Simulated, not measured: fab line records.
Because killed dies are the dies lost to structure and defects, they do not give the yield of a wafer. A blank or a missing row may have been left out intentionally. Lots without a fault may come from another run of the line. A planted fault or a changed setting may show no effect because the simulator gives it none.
Which tool was responsible? + flow sky130 + 33 wafers from 11 lots sampled at 5 of the route's 708 steps

== WHAT THE GAUGES READ, wafer by wafer ==
The record holds no reading of a measuring or inspecting step that can be judged against a usual standard deviation.

== EACH LOT AND THE TOOL THAT RAN IT (in order: tool; ch and the chambers of the sampled wafers; start) ==
| lot  | SKY_METAL2_SPUTTER_04        | SKY_VIA3_CVD_21               | SKY_VIA4_SPUTTER_17          | SKY_METAL5_METAL_ETCH_15          | SKY_METAL5_STRIP_16                  |
|------|------------------------------|-------------------------------|------------------------------|-----------------------------------|--------------------------------------|
| L105 | pvd sputter-02, day 34 16:00 | cvd w-01 ch 0,1, day 40 07:27 | pvd sputter-03, day 43 10:43 | rie metal-03 ch 0,1, day 44 09:43 | plasma asher-02 ch 0,1, day 44 09:54 |
| L110 | pvd sputter-03, day 36 21:47 | cvd w-02 ch 0,1, day 42 08:55 | pvd sputter-03, day 45 09:10 | rie metal-02 ch 0,1, day 46 07:23 | plasma asher-02 ch 0,1, day 46 07:37 |
| L112 | pvd sputter-04, day 37 12:40 | cvd w-02 ch 0,1, day 42 23:14 | pvd sputter-01, day 45 20:56 | rie metal-03 ch 0,1, day 46 17:46 | plasma asher-03 ch 0,1, day 46 18:00 |
| L113 | pvd sputter-03, day 37 16:49 | cvd w-01 ch 0,1, day 43 02:28 | pvd sputter-03, day 46 01:27 | rie metal-01 ch 0, day 46 23:16   | plasma asher-02 ch 0, day 46 23:30   |
| L115 | pvd sputter-02, day 38 07:50 | cvd w-02 ch 0,1, day 43 15:02 | pvd sputter-04, day 46 13:21 | rie metal-03 ch 0,1, day 47 10:21 | plasma asher-04 ch 0,1, day 47 10:35 |
| L116 | pvd sputter-03, day 38 15:56 | cvd w-02 ch 0, day 43 22:31   | pvd sputter-01, day 46 19:02 | rie metal-02 ch 0,1, day 47 16:12 | plasma asher-02 ch 1, day 47 16:26   |
| L117 | pvd sputter-04, day 38 19:58 | cvd w-02 ch 0,1, day 44 00:32 | pvd sputter-01, day 46 20:45 | rie metal-03 ch 0,1, day 47 17:41 | plasma asher-03 ch 0,1, day 47 17:52 |
| L119 | pvd sputter-03, day 39 03:08 | cvd w-01 ch 0,1, day 44 08:39 | pvd sputter-03, day 47 04:23 | rie metal-03 ch 0,1, day 48 01:19 | plasma asher-04 ch 0,1, day 48 01:33 |
| L123 | pvd sputter-03, day 40 09:40 | cvd w-02 ch 0,1, day 45 13:49 | pvd sputter-01, day 48 06:51 | rie metal-02 ch 0,1, day 49 02:56 | plasma asher-03 ch 0,1, day 49 03:10 |
| L126 | pvd sputter-03, day 41 06:16 | cvd w-01 ch 0,1, day 46 07:59 | pvd sputter-04, day 48 23:49 | rie metal-01 ch 0,1, day 49 18:42 | plasma asher-02 ch 0,1, day 49 18:56 |
| L127 | pvd sputter-04, day 41 11:21 | cvd w-02 ch 0,1, day 46 11:24 | pvd sputter-04, day 49 02:10 | rie metal-02 ch 0,1, day 49 20:51 | plasma asher-03 ch 0,1, day 49 21:05 |
- SKY_METAL2_SPUTTER_04: material TiN, target thk 70 nm, time 58.3 s.
- SKY_VIA3_CVD_21: deposits W, target thk 390 nm, time 117.31 s.
- SKY_VIA4_SPUTTER_17: material TiN, target thk 20 nm, time 80 s.
- SKY_METAL5_METAL_ETCH_15: etches the open film in Cl2/BCl3, stops on SiO2, target depth 1260 nm, time 252 s.
- SKY_METAL5_STRIP_16: strips in O2/N2.

== WHAT THE TOOLS THEMSELVES READ (means of the sampled wafers that have a number; where no wafer has one, the mark that the record gives instead) ==
SKY_METAL2_SPUTTER_04.
| lot  | tool           | throttle valve pct (%) |
|------|----------------|------------------------|
| L105 | pvd sputter-02 | 31.0                   |
| L110 | pvd sputter-03 | 30.2                   |
| L112 | pvd sputter-04 | 29.9                   |
| L113 | pvd sputter-03 | 30.3                   |
| L115 | pvd sputter-02 | 31.3                   |
| L116 | pvd sputter-03 | 30.1                   |
| L117 | pvd sputter-04 | 30.1                   |
| L119 | pvd sputter-03 | 29.8                   |
| L123 | pvd sputter-03 | 29.8                   |
| L126 | pvd sputter-03 | 30.1                   |
| L127 | pvd sputter-04 | 29.5                   |

SKY_VIA3_CVD_21.
| lot  | tool     | chamber pressure Torr (Torr) | heater power w (W) |
|------|----------|------------------------------|--------------------|
| L105 | cvd w-01 | 40.05                        | 895                |
| L110 | cvd w-02 | 40.07                        | 815                |
| L112 | cvd w-02 | 39.95                        | 803                |
| L113 | cvd w-01 | 39.98                        | 909                |
| L115 | cvd w-02 | 40.03                        | 847                |
| L116 | cvd w-02 | 40.03                        | 772                |
| L117 | cvd w-02 | 40.03                        | 810                |
| L119 | cvd w-01 | 39.98                        | 898                |
| L123 | cvd w-02 | 40.03                        | 846                |
| L126 | cvd w-01 | 39.97                        | 907                |
| L127 | cvd w-02 | 39.95                        | 815                |

SKY_VIA4_SPUTTER_17.
| lot  | tool           | throttle valve pct (%) |
|------|----------------|------------------------|
| L105 | pvd sputter-03 | 30.1                   |
| L110 | pvd sputter-03 | 30.7                   |
| L112 | pvd sputter-01 | 30.4                   |
| L113 | pvd sputter-03 | 30.8                   |
| L115 | pvd sputter-04 | 30.3                   |
| L116 | pvd sputter-01 | 30.6                   |
| L117 | pvd sputter-01 | 30.3                   |
| L119 | pvd sputter-03 | 30.0                   |
| L123 | pvd sputter-01 | 30.7                   |
| L126 | pvd sputter-04 | 30.0                   |
| L127 | pvd sputter-04 | 30.2                   |

SKY_METAL5_METAL_ETCH_15.
| lot  | tool         | drypump motor current A (A) | oes product au (a.u.) | run length s (s) | throttle valve pct (%) |
|------|--------------|-----------------------------|-----------------------|------------------|------------------------|
| L105 | rie metal-03 | 6.1                         | 0.892                 | 280.15           | 22.261                 |
| L110 | rie metal-02 | 5.3                         | 0.890                 | 279.99           | 22.257                 |
| L112 | rie metal-03 | 6.1                         | 0.889                 | 280.27           | 22.250                 |
| L113 | rie metal-01 | 6.5                         | 0.895                 | 280.25           | 22.262                 |
| L115 | rie metal-03 | 6.1                         | 0.927                 | 271.81           | 22.261                 |
| L116 | rie metal-02 | 5.9                         | 0.889                 | 280.48           | 22.266                 |
| L117 | rie metal-03 | 6.1                         | 0.914                 | 276.24           | 22.263                 |
| L119 | rie metal-03 | 6.1                         | 0.909                 | 275.98           | 22.260                 |
| L123 | rie metal-02 | 5.3                         | 0.889                 | 280.12           | 22.266                 |
| L126 | rie metal-01 | 6.3                         | 0.893                 | 280.29           | 22.270                 |
| L127 | rie metal-02 | 5.3                         | 0.894                 | 280.05           | 22.265                 |

SKY_METAL5_STRIP_16.
| lot  | tool            | drypump motor current A (A) | oes product au (a.u.) | strip time to endpoint s (s) |
|------|-----------------|-----------------------------|-----------------------|------------------------------|
| L105 | plasma asher-02 | 5.6                         | 0.715                 | 13.19                        |
| L110 | plasma asher-02 | 5.4                         | 0.707                 | 12.85                        |
| L112 | plasma asher-03 | 5.7                         | 0.709                 | 13.11                        |
| L113 | plasma asher-02 | 5.3                         | 0.704                 | 13.16                        |
| L115 | plasma asher-04 | 5.4                         | 0.707                 | 13.35                        |
| L116 | plasma asher-02 | 5.7                         | 0.709                 | 12.94                        |
| L117 | plasma asher-03 | 5.6                         | 0.711                 | 13.20                        |
| L119 | plasma asher-04 | 5.5                         | 0.712                 | 13.17                        |
| L123 | plasma asher-03 | 5.7                         | 0.713                 | 12.94                        |
| L126 | plasma asher-02 | 5.6                         | 0.711                 | 12.87                        |
| L127 | plasma asher-03 | 5.6                         | 0.707                 | 13.01                        |

== THE ANSWER, worked out from the rows above alone ==
Rule: what is usual is taken from the lots themselves. The widest of any qualifying gaps counts: lots, ordered by their means at a reading, are off when they make up no more than a third of the lots, leave a main group of 4 or more, and stand apart from it by 3 or more times the standard deviation of that group's means. The tables above print the reading to a certain number of digits; a main group whose means all agree to those digits is not used. A lot without any number at a reading at which 4 lots or more have one is off too. Any other lot the step has rows for is counted as sound. After the gauges, taken in route order, come the tools' own readings; for these a lot's mean is taken, as printed above. At the first step where some lot is off, the reading lying furthest off is the one used; lots without a number count as furthest.
Off at SKY_METAL5_METAL_ETCH_15 (run length s): L115, L117, L119. Main group: mean 280.20 s, sd 0.15.
A tool fits if, at that step or a process step before it, it ran every lot that is off, and no sound lot after the first of them. One fits: SKY_METAL5_METAL_ETCH_15 on rie metal-03. Its last sound lot is L112 (day 46 17:46), its first lot that is off L115 (day 47 10:21): a fault that began between those two fits.
The tool's own readings at SKY_METAL5_METAL_ETCH_15 bear it out: on the lots that are off they differ by more than 5 times the standard deviation of the sound lots' means. oes product au reads 0.917 a.u. there against 0.891 a.u. on the sound lots; run length s reads 274.68 s there against 280.20 s on the sound lots.

== WHAT THE SIMULATOR HAD PUT IN ==
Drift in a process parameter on rie metal-03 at SKY_METAL5_METAL_ETCH_15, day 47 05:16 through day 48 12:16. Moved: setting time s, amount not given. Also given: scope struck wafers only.
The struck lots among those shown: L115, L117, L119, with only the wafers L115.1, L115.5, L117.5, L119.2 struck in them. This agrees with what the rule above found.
